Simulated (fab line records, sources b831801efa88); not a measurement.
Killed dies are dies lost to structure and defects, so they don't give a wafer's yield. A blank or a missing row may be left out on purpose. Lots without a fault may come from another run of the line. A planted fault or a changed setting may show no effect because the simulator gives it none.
fab line records | flow sky130
record lots=12 wafers=36 last_day=52
route steps=708 shown LDD_P@261 LDD_HVN@276 LDD_HVP@287 PAD_OPEN@708
lots that met no fault: from a run of the same line without faults
start_h: hours from the record's first day to the start of the lot's first wafer shown | wait_h: hours since the lot's step before | " the same as in the row above | L1.1+2: a row that stands for several wafers | - no value, or no start given | * or withheld: withheld | < > ~ a bound
route shown NAME@n: a module of which the file shows steps, and the number in the route of the first | usual: mean/standard deviation of fault-free wafers | same: alike in all rows | chamber/n: place in a boat | sites: the reading at each site | _std_site: their standard deviation | _edge_site: outer sites' mean less inner sites' | radius_mm: how far each site lies from the wafer's centre | mask NAME#n: copy n | behind: the tool/chamber that last shaped the wafer | hold: why the lot was held/for how many hours/how that ended | device: the transistor (n, p or np) that didn't switch | end of line: the same wafers' tests at the end of the route | a step without rows: its recipe alone | killed: dies lost to structure and defects at the first sort, not the wafer's yield | map: a wafer's dies, x killed, . not, _ none there
set.NAME: the setting as run; set.NAME@STEP: as run at that earlier step | model.NAME: the simulator's own value behind a step, which no gauge read
steps of the route over a sample of lots; a table a step, a row a wafer
services: from which hour (start_h, from the record's first day; less than 0 if before it) a tool's chamber was out of use, for how many hours, and why
## steps
# step SKY_LDD_P_DEVELOP_06
# recipe resist=NOVOLAK developer=TMAH develop_time_s=60 dev_temp_c=23
# usual developer_temp_C=23.00/0.12 resist_line_temp_C=23.00/0.1
# columns lot.wafer tool chamber start_h wait_h developer_temp_C resist_line_temp_C
L385.1 litho_track-01 0 367.86 0.1 23.14 22.85
L385.2 " 0 " " 23.04 23.04
L385.3 " 0 " " 23.09 22.73
L386.1 litho_track-01 0 368.16 0.1 23.13 23.13
L386.3 " 0 " " 23.07 23.09
L386.6 " 0 " " 23.00 23.00
L387.1 litho_track-02 0 379.84 0.1 23.10 23.03
L387.3 " 0 " " 22.86 22.93
L387.6 " 0 " " 22.95 22.88
L388.1 litho_track-02 0 387.54 0.1 23.07 23.03
L388.3 " 0 " " 23.07 23.07
L388.4 " 0 " " 23.03 22.86
L392.2 litho_track-03 0 426.26 0.1 23.13 23.02
L392.4 " 0 " " 23.28 23.09
L392.6 " 0 " " 23.05 22.87
L394.2 litho_track-01 0 440.44 0.1 25.39 23.24
L394.4 " 0 " " 25.35 22.93
L394.5 " 0 " " 25.29 22.89
L395.1 litho_track-01 0 440.71 0.1 25.28 22.89
L395.3 " 0 " " 25.26 22.86
L395.6 " 0 " " 25.34 22.82
L398.1 litho_track-03 0 460.94 0.1 22.85 23.11
L398.3 " 0 " " 22.79 23.12
L398.4 " 0 " " 22.95 22.90
L399.1 litho_track-03 0 468.54 0.1 23.07 22.91
L399.4 " 0 " " 23.12 22.84
L399.6 " 0 " " 22.92 22.97
L405.2 litho_track-02 0 702.91 0.1 23.14 23.03
L405.3 " 0 " " 23.03 22.98
L405.4 " 0 " " 23.10 23.01
L403.2 litho_track-03 0 705.91 0.1 22.98 23.04
L403.4 " 0 " " 22.84 23.21
L403.6 " 0 " " 22.91 23.21
L404.2 litho_track-02 0 706.71 0.1 23.11 23.04
L404.4 " 0 " " 22.97 22.98
L404.6 " 0 " " 22.95 23.06
# step SKY_LDD_P_CD_MEAS_07
# recipe target_cd_nm=380
# usual cd_nm=380.6/2.2
# columns lot.wafer tool chamber start_h wait_h cd_nm
L385.1 cd_sem-02 - 368.01 0.1 380.3
L385.2 " - " " 383.3
L385.3 " - " " 382.3
L386.1 cd_sem-01 - 368.31 0.1 379.4
L386.3 " - " " 377.5
L386.6 " - " " 377.5
L387.1 cd_sem-02 - 379.99 0.1 376.0
L387.3 " - " " 377.0
L387.6 " - " " 375.9
L388.1 cd_sem-02 - 387.69 0.1 382.3
L388.3 " - " " 379.6
L388.4 " - " " 381.1
L392.2 cd_sem-02 - 426.41 0.1 382.0
L392.4 " - " " 382.0
L392.6 " - " " 381.4
L394.2 cd_sem-02 - 440.58 0.1 374.6
L394.4 " - " " 374.5
L394.5 " - " " 372.0
L395.1 cd_sem-01 - 440.86 0.1 375.1
L395.3 " - " " 372.8
L395.6 " - " " 375.0
L398.1 cd_sem-01 - 461.09 0.1 382.6
L398.3 " - " " 382.9
L398.4 " - " " 383.8
L399.1 cd_sem-01 - 468.69 0.1 379.8
L399.4 " - " " 379.7
L399.6 " - " " 382.7
L405.2 cd_sem-02 - 703.06 0.1 380.2
L405.3 " - " " 381.1
L405.4 " - " " 382.0
L403.2 cd_sem-01 - 706.06 0.1 374.4
L403.4 " - " " 376.9
L403.6 " - " " 378.8
L404.2 cd_sem-01 - 706.86 0.1 377.4
L404.4 " - " " 377.5
L404.6 " - " " 379.5
# step SKY_LDD_P_TW_MEAS_11
# usual LDD_P_TW=634/4.5
# columns lot.wafer tool chamber start_h wait_h LDD_P_TW
L385.1 film_metro-03 - 368.42 0.1 638
L385.2 " - " " 641
L385.3 " - " " 641
L386.1 film_metro-02 - 368.72 0.1 632
L386.3 " - " " 633
L386.6 " - " " 630
L387.1 film_metro-03 - 380.39 0.1 640
L387.3 " - " " 640
L387.6 " - " " 638
L388.1 film_metro-03 - 388.09 0.1 642
L388.3 " - " " 643
L388.4 " - " " 642
L392.2 film_metro-01 - 426.80 0.1 627
L392.4 " - " " 626
L392.6 " - " " 626
L394.2 film_metro-03 - 440.98 0.1 635
L394.4 " - " " 634
L394.5 " - " " 637
L395.1 film_metro-03 - 441.27 0.1 639
L395.3 " - " " 637
L395.6 " - " " 637
L398.1 film_metro-03 - 461.49 0.1 637
L398.3 " - " " 640
L398.4 " - " " 641
L399.1 film_metro-02 - 469.09 0.1 633
L399.4 " - " " 635
L399.6 " - " " 635
L405.2 film_metro-02 - 703.45 0.1 630
L405.3 " - " " 630
L405.4 " - " " 630
L403.2 film_metro-01 - 706.45 0.1 630
L403.4 " - " " 633
L403.6 " - " " 630
L404.2 film_metro-01 - 707.40 0.1 628
L404.4 " - " " 632
L404.6 " - " " 633
# step SKY_LDD_HVN_STRIP_09
# recipe chemistry=O2/N2 power_w=1400 pressure_mtorr=1500 platen_temp_c=withheld o2_flow_sccm=3000 n2_flow_sccm=300 overash_fraction=0.5
# usual drypump_motor_current_A=5.79/0.28 oes_product_au=0.408/0.0049 strip_time_to_endpoint_s=4.139/0.015
# columns lot.wafer tool chamber start_h wait_h drypump_motor_current_A oes_product_au rf_hours_counter_h strip_time_to_endpoint_s
L385.1 plasma_asher-01 0 396.29 0.1 5.26 0.403 27 4.125
L385.2 " 1 " " 6.03 0.399 27 4.144
L385.3 " 0 " " 5.25 0.406 - 4.146
L386.1 plasma_asher-02 0 396.72 0.1 5.98 0.409 70 4.156
L386.3 " 1 " " 6.00 0.418 - 4.169
L386.6 " 0 " " 5.96 0.403 - 4.151
L387.1 plasma_asher-04 0 409.04 0.1 5.55 0.398 73 4.147
L387.3 " 1 " " 5.89 0.403 - 4.140
L387.6 " 1 " " 5.90 0.410 - 4.155
L388.1 plasma_asher-01 0 416.24 0.1 5.23 0.409 29 4.128
L388.3 " 1 " " 6.04 0.411 - 4.137
L388.4 " 0 " " 5.23 0.411 - 4.152
L392.2 plasma_asher-04 1 457.40 0.1 5.89 0.410 78 4.122
L392.4 " 0 " " 5.56 0.408 - 4.122
L392.6 " 0 " " 5.55 0.408 - 4.117
L394.2 plasma_asher-02 0 470.47 0.1 5.96 0.408 4 4.131
L394.4 " 0 " " 5.97 0.401 - 4.137
L394.5 " 0 " " 5.97 0.403 - 4.146
L395.1 plasma_asher-04 1 470.77 0.1 5.91 0.405 80 4.151
L395.3 " 0 " " 5.56 0.415 - 4.163
L395.6 " 0 " " 5.56 0.407 - 4.173
L398.1 plasma_asher-02 0 490.82 0.1 5.98 0.402 6 4.103
L398.3 " 1 " " 6.01 0.408 - 4.131
L398.4 " 0 " " 5.97 0.410 - 4.135
L399.1 plasma_asher-01 1 498.65 0.1 6.08 0.402 38 4.114
L399.4 " 0 " " 5.27 0.411 - 4.117
L399.6 " 0 " " 5.26 0.410 - 4.135
L405.2 plasma_asher-04 1 732.82 0.1 5.89 0.410 108 4.138
L405.3 " 0 " " 5.57 0.409 - 4.141
L405.4 " 1 " " 5.85 0.417 - 4.143
L403.2 plasma_asher-02 0 736.19 0.1 5.94 0.406 31 4.144
L403.4 " 1 " " 5.98 0.412 - 4.148
L403.6 " 0 " " 5.98 0.402 - 4.130
L404.2 plasma_asher-01 0 737.90 0.1 5.24 0.413 55 4.155
L404.4 " 0 " " 5.25 0.418 - 4.150
L404.6 " 1 " " 6.05 0.410 - 4.142
# step SKY_LDD_HVP_STRIP_09
# recipe chemistry=O2/N2 power_w=1400 pressure_mtorr=1500 platen_temp_c=withheld o2_flow_sccm=3000 n2_flow_sccm=300 overash_fraction=0.5
# usual drypump_motor_current_A=5.89/0.19 oes_product_au=0.409/0.0046 strip_time_to_endpoint_s=4.138/0.015
# columns lot.wafer tool chamber start_h wait_h drypump_motor_current_A oes_product_au rf_hours_counter_h strip_time_to_endpoint_s
L385.1 plasma_asher-04 0 425.37 0.1 5.56 0.413 75 4.161
L385.2 " 1 " " 5.88 0.412 75 4.154
L385.3 " 0 " " 5.55 0.407 - 4.170
L386.1 plasma_asher-03 0 425.70 0.1 5.83 0.403 59 4.133
L386.3 " 0 " " 5.83 0.418 - 4.129
L386.6 " 0 " " 5.84 0.408 - 4.110
L387.1 plasma_asher-04 0 438.17 0.1 5.55 0.410 76 4.136
L387.3 " 1 " " 5.89 0.403 - 4.149
L387.6 " 1 " " 5.83 0.410 - 4.144
L388.1 plasma_asher-03 0 446.97 0.1 5.83 0.417 61 4.150
L388.3 " 1 " " 6.17 0.410 - 4.151
L388.4 " 0 " " 5.83 0.412 - 4.150
L392.2 plasma_asher-02 0 486.44 0.1 5.97 0.415 5 4.132
L392.4 " 1 " " 5.94 0.412 - 4.142
L392.6 " 0 " " 5.96 0.411 - 4.121
L394.2 plasma_asher-04 0 500.55 0.1 5.54 0.402 83 4.153
L394.4 " 1 " " 5.87 0.404 - 4.141
L394.5 " 0 " " 5.55 0.415 - 4.123
L395.1 plasma_asher-03 1 500.59 0.1 6.17 0.416 66 4.124
L395.3 " 0 " " 5.84 0.413 - 4.141
L395.6 " 0 " " 5.84 0.398 - 4.141
L398.1 plasma_asher-02 1 521.90 0.1 5.99 0.417 9 4.131
L398.3 " 1 " " 5.97 0.404 - 4.132
L398.4 " 0 " " 5.94 0.408 - 4.097
L399.1 plasma_asher-03 1 528.03 0.1 6.15 0.410 68 4.120
L399.4 " 0 " " 5.83 0.394 - 4.122
L399.6 " 0 " " 5.85 0.407 - 4.136
L405.2 plasma_asher-04 1 761.54 0.1 5.87 0.412 2 4.144
L405.3 " 1 " " 5.90 0.411 - 4.148
L405.4 " 0 " " 5.55 0.415 - 4.118
L403.2 plasma_asher-03 1 763.80 0.1 6.20 0.403 93 4.142
L403.4 " 1 " " 6.17 0.415 - 4.138
L403.6 " 0 " " 5.83 0.415 - 4.120
L404.2 plasma_asher-04 1 765.42 0.1 5.87 0.418 2 4.169
L404.4 " 1 " " 5.87 0.407 - 4.144
L404.6 " 0 " " 5.54 0.414 - 4.154
# step SKY_PAD_OPEN_PROBE_99
# usual killed_at_M0_to_M3=43/7 killed_at_M4_up=2.7/1.6 killed_at_contacts=24/5.3 killed_at_front_end=16/4.6 killed_at_other=0.3/0.53 killed_dies=86/9.3 killed_open=47/6.9 killed_short=38/6.1
# same gross_dies=492 killed_at_back_side=0
# columns lot.wafer tool chamber start_h wait_h killed_at_M0_to_M3 killed_at_M4_up killed_at_contacts killed_at_front_end killed_at_other killed_dies killed_open killed_short
L385.1 prober-02 - 1041.12 0.1 34 6 22 16 0 78 42 35
L385.2 prober-02 - 1041.17 0.1 43 2 28 17 0 90 46 41
L385.3 prober-02 - 1041.22 0.2 35 2 28 18 0 83 39 43
L395.1 prober-02 - 1078.81 0.1 49 2 32 11 1 95 53 42
L395.3 prober-02 - 1078.91 0.2 42 1 25 13 0 81 52 29
L395.6 prober-02 - 1079.06 0.2 44 4 22 15 1 86 42 44
# killed by level:class
L385.1 CONTACT:geometric_particle:open=9 LI_CONTACT:geometric_particle:open=9 VIA1:geometric_particle:open=9 METAL4:geometric_particle:short=6 FIELD_ISO:geometric_particle:short=5 METAL2:geometric_particle:short=4 VIA2:geometric_particle:open=4 VIA3:geometric_particle:open=4
L385.2 VIA1:geometric_particle:open=9 VIA3:geometric_particle:open=8 CONTACT:geometric_particle:open=7 LI_CONTACT:geometric_particle:open=6 FIELD_ISO:geometric_particle:open=5 METAL1:geometric_particle:short=5 FIELD_ISO:geometric_particle:short=4 LOCAL_INTERCONNECT:geometric_particle:short=4
L385.3 CONTACT:geometric_particle:open=9 LI_CONTACT:geometric_particle:open=7 METAL2:geometric_particle:short=7 VIA1:geometric_particle:open=6 VIA2:geometric_particle:open=6 FIELD_ISO:geometric_particle:short=5 CONTACT:geometric_particle:short=5 METAL1:geometric_particle:short=5
L395.1 LI_CONTACT:geometric_particle:open=12 CONTACT:geometric_particle:open=11 VIA1:geometric_particle:open=10 METAL1:geometric_particle:short=8 VIA3:geometric_particle:open=8 METAL2:geometric_particle:short=7 VIA2:geometric_particle:short=6 LOCAL_INTERCONNECT:geometric_particle:short=4
L395.3 CONTACT:geometric_particle:open=13 VIA1:geometric_particle:open=13 LI_CONTACT:geometric_particle:open=6 VIA3:geometric_particle:open=5 FIELD_ISO:geometric_particle:short=4 METAL1:geometric_particle:open=4 METAL2:geometric_particle:short=4 LI_CONTACT:geometric_particle:short=3
L395.6 METAL2:geometric_particle:short=7 VIA2:geometric_particle:open=7 CONTACT:geometric_particle:short=6 LI_CONTACT:geometric_particle:open=6 LOCAL_INTERCONNECT:geometric_particle:short=6 METAL1:geometric_particle:short=6 VIA1:geometric_particle:open=6 VIA3:geometric_particle:open=5
## services
# columns tool chamber start_h hours kind
plasma_asher-02 - 352.14 0.8 repair
plasma_asher-03 - 390.26 0.9 repair
plasma_asher-03 - 397.59 0.5 repair
plasma_asher-01 - 397.89 1.1 repair
plasma_asher-02 - 421.25 9.0 pm
plasma_asher-02 0 421.25 9.0 vent_cycle
plasma_asher-02 1 421.25 9.0 vent_cycle
plasma_asher-02 0 430.25 - clean
plasma_asher-02 1 430.25 - clean
plasma_asher-03 - 507.32 0.9 repair
plasma_asher-02 - 540.70 2.6 repair
plasma_asher-01 - 570.89 39.0 repair
plasma_asher-03 - 597.09 0.7 repair
plasma_asher-01 - 617.08 28.1 pm
plasma_asher-03 - 681.86 2.8 pm
plasma_asher-02 - 730.37 2.8 pm
plasma_asher-04 - 733.75 9.0 pm
plasma_asher-04 0 733.75 9.0 vent_cycle
plasma_asher-04 1 733.75 9.0 vent_cycle
plasma_asher-04 0 742.75 - clean
plasma_asher-04 1 742.75 - clean
## key
first_sign step=SKY_LDD_P_DEVELOP_06 reading=developer_temp_C direction=up sigmas=20 usual=* struck=*
effect step=SKY_LDD_P_CD_MEAS_07 reading=cd_nm direction=down sigmas=3 usual=380.6 struck=374.0
met_at SKY_LDD_P_DEVELOP_06
struck_lots L394,L395
tester_left_out L394,L395
not_acting_at SKY_LDD_P_TW_MEAS_11,SKY_LDD_HVN_STRIP_09,SKY_LDD_HVP_STRIP_09
onset_between 368.16 440.44
fault kind=process_parameter_drift tool=litho_track-01 chamber=- onset_h=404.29 steps=SKY_LDD_P_DEVELOP_06 channel=dev_temp_c offset=* shape=step end_h=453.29 acts_in=* stated=*
# tester_left_out: of these lots the tester's yield and bins aren't shown, on N5 and GAA mostly nor the transistor test; their killed dies are dies lost to structure and defects alone, not to doping, threshold or leakage, so they don't give the yield
